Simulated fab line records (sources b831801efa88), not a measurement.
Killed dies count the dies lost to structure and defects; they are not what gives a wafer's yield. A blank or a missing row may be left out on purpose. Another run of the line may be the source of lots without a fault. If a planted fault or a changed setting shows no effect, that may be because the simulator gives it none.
What tool caused it?	flow sky130	11 lots, 33 wafers sampled, at 5 steps of a route of 708

== WHAT EACH GAUGE READ, for each wafer ==
SKY_SD_N_RS_MEAS_17: measurement is done with a four-point probe.
lot	measured	on	SD_P_RS (ohm/sq)
L455	day 29 20:24	film_metro-03	148.0 148.7 147.8
L457	day 30 16:39	film_metro-03	148.0 148.4 148.3
L459	day 30 18:25	film_metro-03	148.3 148.4 148.7
L466	day 32 21:05	film_metro-03	147.5 147.9 147.9
L467	day 32 23:15	film_metro-02	147.9 148.2 148.4
L468	day 33 03:54	film_metro-02	149.1 148.6 148.5
L470	day 34 12:05	film_metro-03	147.3 147.4 147.8
L471	day 34 20:16	film_metro-03	147.9 148.2 148.1
L473	day 35 00:33	film_metro-03	148.4 147.9 148.0
L472	day 35 02:20	film_metro-03	148.2 148.0 148.1
L475	day 35 18:11	film_metro-01	148.3 147.8 148.1

SKY_LI_CONTACT_RS_MEAS_22: measurement is done with a four-point probe.
lot	measured	on	LI_CONTACT_W_RS (ohm/sq)
L455	day 31 01:23	film_metro-02	0.288 0.292 0.289
L457	day 31 21:23	film_metro-01	0.283 0.289 0.283
L459	day 31 23:41	film_metro-01	0.286 0.287 0.286
L466	day 34 01:23	film_metro-01	24.886 24.809 24.863
L467	day 34 02:53	film_metro-01	25.029 24.842 24.890
L468	day 34 07:29	film_metro-02	25.289 25.253 25.128
L470	day 35 15:58	film_metro-03	0.289 0.286 0.288
L471	day 36 00:25	film_metro-03	0.285 0.287 0.286
L473	day 36 04:20	film_metro-02	0.289 0.289 0.291
L472	day 36 05:53	film_metro-03	0.283 0.284 0.281
L475	day 36 21:56	film_metro-01	0.288 0.287 0.286

SKY_LI_CONTACT_THK_MEAS_23: measures by xrf.
lot	measured	on	LI_CONTACT_W_THK (nm)
L455	day 31 01:30	film_metro-02	388 384 390
L457	day 31 21:30	film_metro-01	399 388 393
L459	day 31 23:49	film_metro-01	389 392 391
L466	day 34 01:30	film_metro-01	<0 - <0
L467	day 34 03:00	film_metro-01	<0 - <0
L468	day 34 07:34	film_metro-02	<0 - -
L470	day 35 16:04	film_metro-03	381 385 384
L471	day 36 00:32	film_metro-03	387 383 386
L473	day 36 04:28	film_metro-02	385 386 387
L472	day 36 06:00	film_metro-03	389 385 389
L475	day 36 22:03	film_metro-01	389 387 388

== EACH LOT AND THE TOOL THAT RAN IT (in order: tool; ch and the chambers of the sampled wafers; start) ==
lot	SKY_LI_CONTACT_ETCH_14	SKY_LI_CONTACT_CVD_21
L455	rie_diel-02 ch 0,1,3, day 31 00:41	cvd_w-02 ch 0,1, day 31 01:15
L457	rie_diel-03 ch 0,1, day 31 20:41	cvd_w-01 ch 0,1, day 31 21:15
L459	rie_diel-02 ch 0,1, day 31 23:00	cvd_w-02 ch 0,1, day 31 23:34
L466	rie_diel-01 ch 0,3, day 34 00:41	cvd_w-01 ch 0,1, day 34 01:14
L467	rie_diel-02 ch 0,2,3, day 34 02:11	cvd_w-01 ch 0,1, day 34 02:46
L468	rie_diel-01 ch 1,2,3, day 34 06:44	cvd_w-02 ch 0,1, day 34 07:20
L470	rie_diel-02 ch 1,2, day 35 15:14	cvd_w-02 ch 0,1, day 35 15:50
L471	rie_diel-02 ch 1,2, day 35 23:11	cvd_w-02 ch 0,1, day 36 00:17
L473	rie_diel-02 ch 1,2, day 36 03:39	cvd_w-02 ch 0,1, day 36 04:13
L472	rie_diel-01 ch 0,1, day 36 05:11	cvd_w-02 ch 0,1, day 36 05:45
L475	rie_diel-03 ch 0,1, day 36 21:14	cvd_w-02 ch 0,1, day 36 21:47
- SKY_LI_CONTACT_ETCH_14: etches BARC in N2/H2, stops on SiO2, time 45.9 s, target depth 60 nm.
- SKY_LI_CONTACT_CVD_21: deposits W, target thk 400 nm, time 120.56 s.

== WHAT THE TOOLS THEMSELVES READ (means of the sampled wafers that have a number; where no wafer has one, the mark that the record gives instead) ==
SKY_LI_CONTACT_ETCH_14.
lot	tool	drypump_motor_current_A (A)	oes_product_au (a.u.)	throttle_valve_pct (%)
L455	rie_diel-02	6.2	0.853	13.212
L457	rie_diel-03	5.5	0.854	13.223
L459	rie_diel-02	6.2	0.861	13.231
L466	rie_diel-01	5.3	0.858	13.227
L467	rie_diel-02	6.0	0.854	13.229
L468	rie_diel-01	5.8	0.858	13.236
L470	rie_diel-02	6.1	0.855	13.225
L471	rie_diel-02	6.1	0.854	13.220
L473	rie_diel-02	5.9	0.862	13.222
L472	rie_diel-01	5.2	0.851	13.224
L475	rie_diel-03	5.4	0.850	13.228

SKY_LI_CONTACT_CVD_21.
lot	tool	chamber_pressure_Torr (Torr)	heater_power_outer_w (W)	heater_power_w (W)	susceptor_temp_C (C)
L455	cvd_w-02	39.87	623	949	400.17
L457	cvd_w-01	39.99	506	844	400.00
L459	cvd_w-02	40.04	567	853	399.97
L466	cvd_w-01	-	-	-	-
L467	cvd_w-01	-	-	-	-
L468	cvd_w-02	-	-	-	-
L470	cvd_w-02	40.06	570	864	399.87
L471	cvd_w-02	39.91	619	955	400.03
L473	cvd_w-02	39.96	560	852	399.96
L472	cvd_w-02	40.08	622	949	399.96
L475	cvd_w-02	39.96	622	961	399.87

== THE ANSWER, worked out from the rows above alone ==
Rule: the usual values come from the lots themselves. The widest of any qualifying gaps counts: lots, ordered by their means at a reading, are off when they make up no more than a third of the lots, leave a main group of 4 or more, and stand apart from it by 3 or more times the standard deviation of that group's means. Not used: any main group whose means are identical at the precision the tables above print for the reading. A lot without any number at a reading at which 4 lots or more have one is off too. Where the step has rows for the other lots, those lots are counted as sound. First the gauges in route order, then the tools' own readings, where a lot's mean is used as printed above. At the first step where some lot is off, the reading lying furthest off is the one used; lots without a number count as furthest.
Off: at SKY_LI_CONTACT_RS_MEAS_22 (LI_CONTACT_W_RS), L466, L467, L468. Main group: mean 0.287 ohm/sq, sd 0.0022.
A tool fits if, at a process step before that reading, it ran every lot that is off, and no sound lot after the first of them. Not tried: the gauges at SKY_LI_CONTACT_RS_MEAS_22; whatever is off there is also off at SKY_LI_CONTACT_CVD_21, on other tools, and gauge error can't account for it. Not one of the candidates tried fits.

== WHAT THE SIMULATOR PUT IN ==
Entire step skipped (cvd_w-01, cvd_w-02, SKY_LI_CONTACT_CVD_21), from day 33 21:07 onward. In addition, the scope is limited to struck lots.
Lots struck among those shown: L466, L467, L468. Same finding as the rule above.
